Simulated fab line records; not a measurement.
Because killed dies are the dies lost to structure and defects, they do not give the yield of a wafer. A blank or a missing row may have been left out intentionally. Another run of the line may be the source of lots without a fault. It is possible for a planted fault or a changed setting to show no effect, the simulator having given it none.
Matching of chambers | flow sky130 | cmp-01 running SKY_VIA4_CMP_21: 4 sister chambers
The step polishes, stops on SiO2, t overpolish 25 s, target thk 0 nm. 4 wafers are shown with their chamber, then 12 later ones without.

== EACH WAFER AND ITS CHAMBER ==
wafer  | chamber | motor current A (A)
L084.2 | 2       | 11.6
L086.1 | 0       | 11.2
L088.1 | 3       | 9.4
L088.5 | 1       | 11.2

== WAFERS WITH NO CHAMBER GIVEN ==
wafer  | motor current A (A)
L089.3 | 9.9
L089.4 | 12.7
L089.5 | 10.4
L091.4 | 9.8
L091.5 | 12.1
L091.6 | 10.1
L093.1 | 10.3
L093.3 | 12.0
L093.5 | 9.8
L095.2 | 10.4
L095.3 | 10.9
L095.5 | 10.7

== CHAMBER TAKEN BY EACH ==
wafer  | from the rows above               | in truth
L089.3 | can't be placed: 3 or 0 or 1 or 2 | 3
L089.4 | can't be placed: 2 or 0 or 1      | 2
L089.5 | can't be placed: 0 or 1 or 3 or 2 | 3
L091.4 | can't be placed: 3 or 0 or 1      | 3
L091.5 | can't be placed: 2 or 0 or 1      | 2
L091.6 | can't be placed: 3 or 0 or 1 or 2 | 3
L093.1 | can't be placed: 0 or 1 or 3 or 2 | 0
L093.3 | can't be placed: 2 or 0 or 1      | 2
L093.5 | can't be placed: 3 or 0 or 1      | 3
L095.2 | can't be placed: 0 or 1 or 3 or 2 | 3
L095.3 | can't be placed: 0 or 1 or 2 or 3 | 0
L095.5 | can't be placed: 0 or 1 or 2 or 3 | 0
Correct placement for 0 of the 12. Cannot be placed on the basis of these rows: 12; the candidates contain the true chamber in 12. Wrongly placed: 0.
How it was worked out, from the rows above alone: a wafer's distance from a chamber is the root of the sum, over the readings, of the square of ((its reading less the chamber's mean) divided by the reading's scatter). The wafer belongs to the nearest chamber; if the next one is less than 2 further off, it can't be placed. Each chamber's mean is taken over the wafers shown for it. The scatter (one wafer shown for each chamber): square how far every hidden wafer sits from the nearest shown wafer, average those squares and take the square root.
